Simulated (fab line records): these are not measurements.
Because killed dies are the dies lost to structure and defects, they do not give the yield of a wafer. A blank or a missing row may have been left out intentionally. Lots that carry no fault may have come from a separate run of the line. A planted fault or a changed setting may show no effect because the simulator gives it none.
fab line records | flow sky130
record lots=6 | wafers=18 | last_day=50
route steps=708 shown LDD_P@263 LDD_HVN@267 LDD_HVP@278 PAD_OPEN@708
lots that met no fault: taken from a fault-free run of the same line
start_h: hours from the record's opening day to when the first of the lot's shown wafers began | wait_h: time in hours since the lot's previous step | " as in the row above | L1.1+2: a row that stands for several wafers | - either no value or no given start | * or withheld: withheld | < > ~ a bound
route shown NAME@n: NAME is a module with steps in the file, n the number in the route of the first one | usual: the fault-free wafers' mean and standard deviation | same: alike in all rows | chamber/n: place in a boat | sites: readings site by site | _std_site: the values' standard deviation | _edge_site: outer sites' mean less inner sites' | radius_mm: for every site, how far away it sits from the centre of the wafer | mask NAME#n: copy n | behind: the last tool/chamber to shape the wafer | hold: cause of the lot's hold/its duration in hours/its outcome | device: transistor that didn't switch, given as n, p or np | end of line: the route-end tests of the same wafers | a step with no rows: only its recipe | killed: the dies lost at the first sort to structure and to defects; this is not the yield of the wafer | map: the dies of a wafer, with x for killed, . for not killed, _ for no die there
set.NAME: the setting as run; set.NAME@STEP: as run at that earlier step | model.NAME: the simulator's own value behind a step, which no gauge read
lots seen at some steps along the route; tables by step, rows by wafer
services: when a tool's chamber went out of use (start_h, in hours from the record's first day, below 0 if earlier), for how many hours, and the reason
## steps
# step SKY_LDD_P_OVL_MEAS_08
# usual LDD_P_OVL=0.4/1.2
lot.wafer | tool       | chamber | start_h | wait_h | LDD_P_OVL[nm]
L282.4    | overlay-02 | -       | 450.34  | 0.1    | 0.4
L282.5    | "          | -       | "       | "      | -0.3
L282.6    | "          | -       | "       | "      | -1.6
L288.1    | overlay-02 | -       | 493.92  | 0.1    | 0.9
L288.2    | "          | -       | "       | "      | 1.2
L288.6    | "          | -       | "       | "      | 0.7
L291.3    | overlay-02 | -       | 532.06  | 0.1    | 1.3
L291.5    | "          | -       | "       | "      | 2.7
L291.6    | "          | -       | "       | "      | 2.7
L296.3    | overlay-01 | -       | 565.98  | 0.1    | 0.3
L296.4    | "          | -       | "       | "      | 0.9
L296.5    | "          | -       | "       | "      | -0.4
L298.1    | overlay-02 | -       | 581.42  | 0.1    | 0.8
L298.3    | "          | -       | "       | "      | 0.3
L298.5    | "          | -       | "       | "      | 0.4
L304.3    | overlay-01 | -       | 632.76  | 0.1    | 1.1
L304.4    | "          | -       | "       | "      | 0.4
L304.5    | "          | -       | "       | "      | 0.5
# step SKY_LDD_P_IMPLANT_09
# recipe species=BF2 | energy_kev=25 | dose_cm2=1e+13 | tilt_deg=withheld
# step SKY_LDD_P_STRIP_10
# recipe chemistry=O2/N2 | power_w=1400 | pressure_mtorr=1500 | platen_temp_c=withheld | o2_flow_sccm=3000 | n2_flow_sccm=300 | overash_fraction=0.5
# usual drypump_motor_current_A=5.5/0.46 | oes_product_au=0.715/0.0045 | strip_time_to_endpoint_s=14.17/0.043
lot.wafer | tool            | chamber | start_h | wait_h | drypump_motor_current_A | oes_product_au | rf_hours_counter_h | strip_time_to_endpoint_s
L282.4    | plasma_asher-04 | 1       | 450.54  | 0.1    | 5.0                     | 0.713          | -                  | 14.19
L282.5    | "               | 1       | "       | "      | 4.9                     | 0.718          | -                  | 14.21
L282.6    | "               | 0       | "       | "      | 5.4                     | 0.718          | -                  | 14.20
L288.1    | plasma_asher-01 | 0       | 494.11  | 0.1    | 6.2                     | 0.713          | 81                 | 14.19
L288.2    | "               | 1       | "       | "      | 6.0                     | 0.718          | 81                 | 14.20
L288.6    | "               | 1       | "       | "      | 6.0                     | 0.725          | -                  | 14.17
L291.3    | plasma_asher-03 | 0       | 532.27  | 0.1    | 5.1                     | 0.711          | -                  | 14.12
L291.5    | "               | 1       | "       | "      | 5.3                     | 0.722          | -                  | 14.07
L291.6    | "               | 0       | "       | "      | 5.1                     | 0.718          | -                  | 14.07
L296.3    | plasma_asher-04 | 0       | 566.19  | 0.1    | 5.4                     | 0.719          | -                  | 14.10
L296.4    | "               | 1       | "       | "      | 5.0                     | 0.716          | -                  | 14.16
L296.5    | "               | 1       | "       | "      | 5.0                     | 0.712          | -                  | 14.09
L298.1    | plasma_asher-04 | 0       | 581.61  | 0.1    | 5.5                     | 0.718          | 47                 | 14.18
L298.3    | "               | 0       | "       | "      | 5.5                     | 0.715          | -                  | 14.15
L298.5    | "               | 1       | "       | "      | 4.9                     | 0.724          | -                  | 14.17
L304.3    | plasma_asher-03 | 0       | 632.97  | 0.1    | 5.1                     | 0.719          | -                  | 14.13
L304.4    | "               | 1       | "       | "      | 5.3                     | 0.716          | -                  | 14.11
L304.5    | "               | 1       | "       | "      | 5.3                     | 0.716          | -                  | 14.18
# step SKY_LDD_P_TW_MEAS_11
# usual LDD_P_TW=640/6.2
lot.wafer | tool          | chamber | start_h | wait_h | LDD_P_TW
L282.4    | film_metro-03 | -       | 450.64  | 0.1    | 640
L282.5    | "             | -       | "       | "      | 641
L282.6    | "             | -       | "       | "      | 640
L288.1    | film_metro-04 | -       | 494.21  | 0.1    | 643
L288.2    | "             | -       | "       | "      | 640
L288.6    | "             | -       | "       | "      | 644
L291.3    | film_metro-04 | -       | 532.35  | 0.1    | 639
L291.5    | "             | -       | "       | "      | 641
L291.6    | "             | -       | "       | "      | 639
L296.3    | film_metro-03 | -       | 566.28  | 0.1    | 651
L296.4    | "             | -       | "       | "      | 654
L296.5    | "             | -       | "       | "      | 650
L298.1    | film_metro-02 | -       | 581.71  | 0.1    | 629
L298.3    | "             | -       | "       | "      | 629
L298.5    | "             | -       | "       | "      | 626
L304.3    | film_metro-03 | -       | 633.05  | 0.1    | 644
L304.4    | "             | -       | "       | "      | 642
L304.5    | "             | -       | "       | "      | 643
# step SKY_LDD_HVN_DEHYDRATE_00
# recipe temp_c=200 | time_s=60
# step SKY_LDD_HVN_HMDS_01
# recipe prime_time_s=60 | prime_temp_c=120
# step SKY_LDD_HVN_COAT_02
# recipe resist=NOVOLAK | spin_rpm=3000 | resist_thk_nm=300
# step SKY_LDD_HVN_SOFTBAKE_03
# recipe temp_c=90 | time_s=60 | resist=NOVOLAK
# step SKY_LDD_HVN_EXPOSE_04
# recipe mask_id=HVNTM | na=0.6 | source_shape=conventional | sigma_outer=0.6 | polarization=unpolarized | target_cd_nm=700 | dose_mj=127
# step SKY_LDD_HVN_PEB_05
# recipe temp_c=withheld | time_s=* | resist=NOVOLAK
# step SKY_LDD_HVN_DEVELOP_06
# recipe resist=NOVOLAK | developer=TMAH | develop_time_s=60 | dev_temp_c=23
# step SKY_LDD_HVN_OVL_MEAS_07
# usual LDD_HVN_OVL=0.3/1.3
lot.wafer | tool       | chamber | start_h | wait_h | LDD_HVN_OVL[nm]
L282.4    | overlay-02 | -       | 481.79  | 0.1    | 1.9
L282.5    | "          | -       | "       | "      | 3.4
L282.6    | "          | -       | "       | "      | 2.8
L288.1    | overlay-01 | -       | 524.63  | 0.1    | 0.6
L288.2    | "          | -       | "       | "      | 0.6
L288.6    | "          | -       | "       | "      | -0.2
L291.3    | overlay-01 | -       | 562.33  | 0.1    | 0.4
L291.5    | "          | -       | "       | "      | 0.1
L291.6    | "          | -       | "       | "      | -0.1
L296.3    | overlay-01 | -       | 595.64  | 0.1    | 0.9
L296.4    | "          | -       | "       | "      | -0.2
L296.5    | "          | -       | "       | "      | 1.6
L298.1    | overlay-02 | -       | 609.92  | 0.1    | 0.2
L298.3    | "          | -       | "       | "      | 0.3
L298.5    | "          | -       | "       | "      | 0.6
L304.3    | overlay-02 | -       | 662.08  | 0.1    | 0.4
L304.4    | "          | -       | "       | "      | 1.2
L304.5    | "          | -       | "       | "      | 0.7
# step SKY_LDD_HVN_IMPLANT_08
# recipe species=P | energy_kev=60 | dose_cm2=3e+13 | tilt_deg=40
# usual dose_ions_cm2=3.001e+13/3.7e+10 | faraday_current_uA=168/3.8
lot.wafer | tool         | chamber | start_h | wait_h | dose_ions_cm2 | faraday_current_uA
L282.4    | implanter-02 | 0       | 481.88  | 0.1    | 3.002e+13     | 161
L282.5    | "            | 0       | "       | "      | 3.005e+13     | 173
L282.6    | "            | 0       | "       | "      | 3e+13         | 170
L288.1    | implanter-02 | 0       | 524.66  | 0.0    | 2.992e+13     | 176
L288.2    | "            | 0       | "       | "      | 2.995e+13     | 169
L288.6    | "            | 0       | "       | "      | 2.993e+13     | 168
L291.3    | implanter-02 | 0       | 562.40  | 0.1    | 3.002e+13     | 174
L291.5    | "            | 0       | "       | "      | 3e+13         | 168
L291.6    | "            | 0       | "       | "      | 3.001e+13     | 167
L296.3    | implanter-02 | 0       | 595.71  | 0.1    | 1.807e+13     | 104
L296.4    | "            | 0       | "       | "      | 1.804e+13     | 96
L296.5    | "            | 0       | "       | "      | 1.812e+13     | 98
L298.1    | implanter-02 | 0       | 609.95  | 0.0    | 1.811e+13     | 102
L298.3    | "            | 0       | "       | "      | 1.805e+13     | 100
L298.5    | "            | 0       | "       | "      | 1.806e+13     | 102
L304.3    | implanter-01 | 0       | 662.15  | 0.1    | 2.998e+13     | 174
L304.4    | "            | 0       | "       | "      | 2.997e+13     | 167
L304.5    | "            | 0       | "       | "      | 3.002e+13     | 166
# step SKY_LDD_HVN_STRIP_09
# recipe chemistry=O2/N2 | power_w=1400 | pressure_mtorr=1500 | platen_temp_c=withheld | o2_flow_sccm=3000 | n2_flow_sccm=300 | overash_fraction=0.5
# usual drypump_motor_current_A=5.3/0.47 | oes_product_au=0.408/0.0045 | strip_time_to_endpoint_s=4.132/0.014
lot.wafer | tool            | chamber | start_h | wait_h | drypump_motor_current_A | oes_product_au | rf_hours_counter_h | strip_time_to_endpoint_s
L282.4    | plasma_asher-03 | 0       | 481.99  | 0.1    | 5.1                     | 0.407          | -                  | 4.131
L282.5    | "               | 1       | "       | "      | 5.3                     | 0.404          | -                  | 4.128
L282.6    | "               | 0       | "       | "      | 5.1                     | 0.410          | -                  | 4.138
L288.1    | plasma_asher-02 | 0       | 524.81  | 0.1    | 4.8                     | 0.409          | 73                 | 4.112
L288.2    | "               | 1       | "       | "      | 5.0                     | 0.407          | 73                 | 4.115
L288.6    | "               | 0       | "       | "      | 4.8                     | 0.410          | -                  | 4.129
L291.3    | plasma_asher-02 | 0       | 562.54  | 0.1    | 4.8                     | 0.408          | -                  | 4.120
L291.5    | "               | 0       | "       | "      | 4.8                     | 0.407          | -                  | 4.100
L291.6    | "               | 1       | "       | "      | 5.0                     | 0.410          | -                  | 4.132
L296.3    | plasma_asher-03 | 1       | 595.85  | 0.1    | 5.3                     | 0.407          | -                  | 4.127
L296.4    | "               | 0       | "       | "      | 5.0                     | 0.407          | -                  | 4.124
L296.5    | "               | 0       | "       | "      | 5.1                     | 0.407          | -                  | 4.112
L298.1    | plasma_asher-03 | 1       | 610.10  | 0.1    | 5.3                     | 0.402          | 16                 | 4.125
L298.3    | "               | 0       | "       | "      | 5.1                     | 0.411          | -                  | 4.142
L298.5    | "               | 1       | "       | "      | 5.3                     | 0.402          | -                  | 4.141
L304.3    | plasma_asher-01 | 1       | 662.29  | 0.1    | 6.0                     | 0.407          | -                  | 4.131
L304.4    | "               | 0       | "       | "      | 6.2                     | 0.415          | -                  | 4.129
L304.5    | "               | 0       | "       | "      | 6.2                     | 0.415          | -                  | 4.133
# step SKY_LDD_HVN_TW_MEAS_10
# usual LDD_HVN_TW=1456/7.9
lot.wafer | tool          | chamber | start_h | wait_h | LDD_HVN_TW
L282.4    | film_metro-01 | -       | 482.08  | 0.1    | 1462
L282.5    | "             | -       | "       | "      | 1447
L282.6    | "             | -       | "       | "      | 1452
L288.1    | film_metro-01 | -       | 524.91  | 0.1    | 1458
L288.2    | "             | -       | "       | "      | 1465
L288.6    | "             | -       | "       | "      | 1452
L291.3    | film_metro-03 | -       | 562.62  | 0.1    | 1471
L291.5    | "             | -       | "       | "      | 1461
L291.6    | "             | -       | "       | "      | 1469
L296.3    | film_metro-03 | -       | 595.93  | 0.1    | 1235
L296.4    | "             | -       | "       | "      | 1237
L296.5    | "             | -       | "       | "      | 1234
L298.1    | film_metro-01 | -       | 610.23  | 0.1    | 1246
L298.3    | "             | -       | "       | "      | 1250
L298.5    | "             | -       | "       | "      | 1243
L304.3    | film_metro-01 | -       | 662.37  | 0.1    | 1456
L304.4    | "             | -       | "       | "      | 1449
L304.5    | "             | -       | "       | "      | 1454
# step SKY_LDD_HVP_DEHYDRATE_00
# recipe temp_c=200 | time_s=60
# step SKY_PAD_OPEN_PROBE_99
# usual killed_at_M0_to_M3=43/7.1 | killed_at_M4_up=3/1.7 | killed_at_contacts=25/5.6 | killed_at_front_end=16/4.1 | killed_at_other=0.2/0.49 | killed_dies=87/9.8 | killed_open=47/7.6 | killed_short=40/6.1
# same gross_dies=492 | killed_at_back_side=0
lot.wafer | tool      | chamber | start_h | wait_h | killed_at_M0_to_M3 | killed_at_M4_up | killed_at_contacts | killed_at_front_end | killed_at_other | killed_dies | killed_open | killed_short | model.etest.tip_n_5v.rs_ohm_sq | model.etest.nfet_g5v0d10v5.r_on_ohm_um | model.etest.nfet_g5v0d10v5.drive_ua_um | model.etest.tip_n_5v.rs_ohm_sq_range | model.etest.nfet_05v0_nvt.drive_ua_um | model.etest.ring_5v.delay_ps | model.etest.nfet_g5v0d10v5.vt_sat_v | model.etest.nfet_g5v0d10v5.vt_v
L282.4    | prober-02 | -       | 1087.52 | 0.2    | 49                 | 1               | 24                 | 12                  | 0               | 86          | 44          | 42           | 1389                           | 1881                                   | 607.2                                  | 30.81                                | 571                                   | 45.03                        | 0.7501                              | 0.8061
L282.5    | prober-02 | -       | 1087.57 | 0.2    | 37                 | 3               | 18                 | 14                  | 0               | 72          | 36          | 36           | 1389                           | 1860                                   | 614.6                                  | 23.56                                | 586.1                                 | 44.94                        | 0.7443                              | 0.8003
L282.6    | prober-02 | -       | 1087.62 | 0.2    | 53                 | 2               | 17                 | 14                  | 0               | 86          | 34          | 52           | 1394                           | 1909                                   | 595.9                                  | 19.15                                | 566.9                                 | 45.59                        | 0.7558                              | 0.8131
L288.1    | prober-02 | -       | 1116.87 | 0.1    | 47                 | 3               | 25                 | 25                  | 0               | 100         | 45          | 55           | 1408                           | 1893                                   | 604                                    | 24.37                                | 575.9                                 | 44.7                         | 0.7571                              | 0.8173
L288.2    | prober-02 | -       | 1116.92 | 0.1    | 33                 | 6               | 27                 | 15                  | 0               | 81          | 43          | 38           | 1403                           | 1902                                   | 600.4                                  | 33.52                                | 576.4                                 | 45.07                        | 0.759                               | 0.8143
L288.6    | prober-02 | -       | 1117.12 | 0.2    | 42                 | 5               | 18                 | 20                  | 0               | 85          | 53          | 32           | 1414                           | 1906                                   | 604.5                                  | 27.09                                | 573.5                                 | 44.46                        | 0.7411                              | 0.8013
L291.3    | prober-01 | -       | 1138.74 | 0.2    | 46                 | 2               | 28                 | 22                  | 1               | 99          | 58          | 41           | 1354                           | 1872                                   | 606.3                                  | 26.25                                | 573.9                                 | 44.23                        | 0.7538                              | 0.8179
L291.5    | prober-01 | -       | 1138.84 | 0.2    | 44                 | 4               | 26                 | 13                  | 0               | 87          | 50          | 37           | 1361                           | 1875                                   | 606.7                                  | 32.68                                | 569.7                                 | 44.67                        | 0.753                               | 0.8162
L291.6    | prober-01 | -       | 1138.89 | 0.2    | 45                 | 6               | 24                 | 14                  | 0               | 89          | 60          | 29           | 1358                           | 1856                                   | 608.8                                  | 31.18                                | 577.1                                 | 44.71                        | 0.747                               | 0.8088
L296.3    | prober-01 | -       | 1159.52 | 0.2    | 47                 | 4               | 23                 | 18                  | 1               | 93          | 53          | 40           | 2025                           | 1994                                   | 557.5                                  | 28.67                                | 549                                   | 46.17                        | 0.8185                              | 0.8636
L296.4    | prober-01 | -       | 1159.57 | 0.2    | 41                 | 1               | 29                 | 23                  | 0               | 94          | 49          | 45           | 2032                           | 1983                                   | 567.6                                  | 63.59                                | 549.5                                 | 45.79                        | 0.8041                              | 0.8517
L296.5    | prober-01 | -       | 1159.62 | 0.2    | 30                 | 1               | 29                 | 21                  | 0               | 81          | 46          | 35           | 2035                           | 1979                                   | 564.8                                  | 43.31                                | 547.1                                 | 45.54                        | 0.8063                              | 0.8528
L298.1    | prober-01 | -       | 1169.57 | 0.1    | 51                 | 0               | 27                 | 18                  | 0               | 96          | 52          | 44           | 2054                           | 1966                                   | 578.7                                  | 56.37                                | 559.5                                 | 45.85                        | 0.7998                              | 0.8443
L298.3    | prober-01 | -       | 1169.67 | 0.2    | 30                 | 6               | 21                 | 19                  | 0               | 76          | 39          | 37           | 2042                           | 1992                                   | 586.1                                  | 67.45                                | 554.1                                 | 45.45                        | 0.7785                              | 0.8213
L298.5    | prober-01 | -       | 1169.77 | 0.2    | 59                 | 3               | 25                 | 20                  | 0               | 107         | 56          | 51           | 2063                           | 1988                                   | 576.9                                  | 51.49                                | 557                                   | 45.53                        | 0.8032                              | 0.843
L304.3    | prober-01 | -       | 1198.26 | 0.2    | 49                 | 4               | 26                 | 9                   | 1               | 89          | 47          | 42           | 1368                           | 1866                                   | 606                                    | 24.7                                 | 573.8                                 | 44.79                        | 0.7623                              | 0.8253
L304.4    | prober-01 | -       | 1198.31 | 0.2    | 53                 | 4               | 33                 | 15                  | 1               | 106         | 60          | 46           | 1367                           | 1911                                   | 600.2                                  | 16.26                                | 568.8                                 | 45.16                        | 0.7478                              | 0.8084
L304.5    | prober-01 | -       | 1198.36 | 0.2    | 49                 | 6               | 23                 | 15                  | 1               | 94          | 51          | 43           | 1365                           | 1924                                   | 599                                    | 30.32                                | 565                                   | 45.38                        | 0.7502                              | 0.8094
# killed by level:class
L282.4 VIA1:geometric_particle:open=11 VIA2:geometric_particle:open=8 CONTACT:geometric_particle:open=8 METAL2:geometric_particle:short=8 VIA1:geometric_particle:short=7 VIA2:geometric_particle:short=5 VIA3:geometric_particle:open=4 LI_CONTACT:geometric_particle:short=4
L282.5 VIA1:geometric_particle:open=7 VIA3:geometric_particle:open=6 FIELD_ISO:geometric_particle:open=5 METAL1:geometric_particle:short=5 LI_CONTACT:geometric_particle:open=5 VIA1:geometric_particle:short=5 METAL2:geometric_particle:short=4 POLY_GATE:geometric_particle:open=4
L282.6 VIA1:geometric_particle:open=11 VIA2:geometric_particle:open=9 CONTACT:geometric_particle:short=9 VIA1:geometric_particle:short=8 FIELD_ISO:geometric_particle:short=6 VIA2:geometric_particle:short=6 METAL3:geometric_particle:short=6 FIELD_ISO:geometric_particle:open=3
L288.1 CONTACT:geometric_particle:open=8 VIA2:geometric_particle:short=7 POLY_GATE:geometric_particle:open=6 POLY_GATE:geometric_particle:short=6 LI_CONTACT:geometric_particle:short=6 VIA1:geometric_particle:short=6 VIA1:geometric_particle:open=6 LI_CONTACT:geometric_particle:open=5
L288.2 CONTACT:geometric_particle:open=7 VIA2:geometric_particle:open=7 VIA3:geometric_particle:short=7 LOCAL_INTERCONNECT:geometric_particle:short=6 VIA3:geometric_particle:open=6 CONTACT:geometric_particle:short=5 POLY_GATE:geometric_particle:open=4 LOCAL_INTERCONNECT:geometric_particle:open=4
L288.6 CONTACT:geometric_particle:open=8 VIA1:geometric_particle:open=8 FIELD_ISO:geometric_particle:short=6 VIA2:geometric_particle:open=6 VIA3:geometric_particle:open=6 FIELD_ISO:geometric_particle:open=5 LI_CONTACT:geometric_particle:open=5 VIA1:geometric_particle:short=5
L291.3 VIA1:geometric_particle:open=10 CONTACT:geometric_particle:short=9 FIELD_ISO:geometric_particle:open=8 VIA2:geometric_particle:open=8 CONTACT:geometric_particle:open=7 LI_CONTACT:geometric_particle:open=7 METAL1:geometric_particle:short=7 VIA3:geometric_particle:open=6
L291.5 CONTACT:geometric_particle:open=12 VIA1:geometric_particle:open=9 FIELD_ISO:geometric_particle:open=7 VIA3:geometric_particle:open=7 VIA1:geometric_particle:short=6 VIA2:geometric_particle:open=6 METAL2:geometric_particle:short=5 FIELD_ISO:geometric_particle:short=4
L291.6 VIA1:geometric_particle:open=18 LI_CONTACT:geometric_particle:open=9 VIA3:geometric_particle:open=8 CONTACT:geometric_particle:open=7 FIELD_ISO:geometric_particle:short=4 LOCAL_INTERCONNECT:geometric_particle:short=4 VIA2:geometric_particle:open=4 CONTACT:geometric_particle:short=3
L296.3 CONTACT:geometric_particle:open=10 VIA1:geometric_particle:open=10 VIA2:geometric_particle:open=7 VIA3:geometric_particle:open=7 FIELD_ISO:geometric_particle:short=6 METAL1:geometric_particle:short=6 LI_CONTACT:geometric_particle:open=5 CONTACT:geometric_particle:short=5
L296.4 CONTACT:geometric_particle:short=11 VIA1:geometric_particle:open=10 CONTACT:geometric_particle:open=8 FIELD_ISO:geometric_particle:short=6 VIA2:geometric_particle:open=6 FIELD_ISO:geometric_particle:open=5 POLY_GATE:geometric_particle:open=5 LI_CONTACT:geometric_particle:open=5
L296.5 CONTACT:geometric_particle:open=10 VIA3:geometric_particle:open=10 CONTACT:geometric_particle:short=8 POLY_GATE:geometric_particle:short=7 POLY_GATE:geometric_particle:open=6 LI_CONTACT:geometric_particle:open=6 VIA1:geometric_particle:open=5 FIELD_ISO:geometric_particle:open=4
L298.1 VIA2:geometric_particle:open=10 CONTACT:geometric_particle:open=10 METAL1:geometric_particle:short=8 VIA1:geometric_particle:short=8 METAL2:geometric_particle:short=8 VIA3:geometric_particle:open=6 VIA1:geometric_particle:open=6 FIELD_ISO:geometric_particle:short=5
L298.3 VIA1:geometric_particle:open=7 VIA2:geometric_particle:open=6 CONTACT:geometric_particle:short=6 LI_CONTACT:geometric_particle:open=5 CONTACT:geometric_particle:open=5 METAL2:geometric_particle:short=4 VIA1:geometric_particle:short=4 FIELD_ISO:geometric_particle:open=3
L298.5 VIA2:geometric_particle:open=16 METAL1:geometric_particle:short=10 METAL2:geometric_particle:short=8 LI_CONTACT:geometric_particle:open=7 CONTACT:geometric_particle:open=7 CONTACT:geometric_particle:short=5 VIA2:geometric_particle:short=5 VIA3:geometric_particle:open=5
L304.3 VIA1:geometric_particle:open=15 CONTACT:geometric_particle:open=11 METAL2:geometric_particle:short=7 LOCAL_INTERCONNECT:geometric_particle:short=6 VIA1:geometric_particle:short=6 LI_CONTACT:geometric_particle:open=5 VIA3:geometric_particle:open=5 METAL3:geometric_particle:short=4
L304.4 CONTACT:geometric_particle:open=16 VIA1:geometric_particle:open=13 METAL2:geometric_particle:short=7 VIA2:geometric_particle:open=7 VIA3:geometric_particle:open=6 FIELD_ISO:geometric_particle:open=5 LI_CONTACT:geometric_particle:open=5 CONTACT:geometric_particle:short=5
L304.5 VIA1:geometric_particle:open=13 FIELD_ISO:geometric_particle:short=7 VIA3:geometric_particle:open=7 VIA1:geometric_particle:short=6 CONTACT:geometric_particle:open=6 CONTACT:geometric_particle:short=6 LI_CONTACT:geometric_particle:open=5 VIA2:geometric_particle:open=5
## services
tool            | chamber | start_h | hours | kind
plasma_asher-03 | -       | 428.03  | 2.7   | repair
plasma_asher-03 | 0       | 430.25  | -     | clean
plasma_asher-03 | 1       | 430.25  | -     | clean
plasma_asher-01 | -       | 472.60  | 2.8   | pm
implanter-01    | -       | 479.39  | 4.6   | pm
implanter-02    | -       | 499.64  | 2.7   | repair
plasma_asher-03 | -       | 505.81  | 23.8  | repair
implanter-02    | -       | 523.09  | 0.7   | repair
plasma_asher-01 | -       | 529.24  | 4.1   | repair
implanter-01    | -       | 534.92  | 2.1   | repair
implanter-02    | -       | 547.96  | 2.4   | repair
plasma_asher-02 | -       | 638.98  | 1.7   | repair
plasma_asher-02 | -       | 642.88  | 3.0   | repair
implanter-01    | -       | 655.41  | 5.3   | repair
## key
first_sign step=SKY_LDD_HVN_IMPLANT_08 | reading=dose_ions_cm2 | direction=down | sigmas=99+ | usual=* | struck=*
effect step=SKY_LDD_HVN_IMPLANT_08 | reading=faraday_current_uA | direction=down | sigmas=18 | usual=168 | struck=100
effect step=SKY_LDD_HVN_TW_MEAS_10 | reading=LDD_HVN_TW | direction=down | sigmas=27 | usual=1456 | struck=1241
model_effect step=SKY_PAD_OPEN_PROBE_99 | value=etest.tip_n_5v.rs_ohm_sq | without=1374 | struck=2042
met_at SKY_LDD_HVN_IMPLANT_08
struck_wafers L296.3,L296.4,L296.5,L298.1,L298.3,L298.5
tester_left_out L296,L298
onset_between 562.40 595.71
fault kind=process_parameter_drift | tool=implanter-02 | chamber=- | onset_h=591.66 | steps=SKY_LDD_HVN_IMPLANT_08 | channel=dose_cm2 | offset=* | shape=step | end_h=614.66 | acts_in=* | stated=*
# tester_left_out: of these lots the tester's yield and bins aren't shown, on N5 and GAA mostly nor the transistor test; their killed dies are dies lost to structure and defects alone, not to doping, threshold or leakage, so they don't give the yield
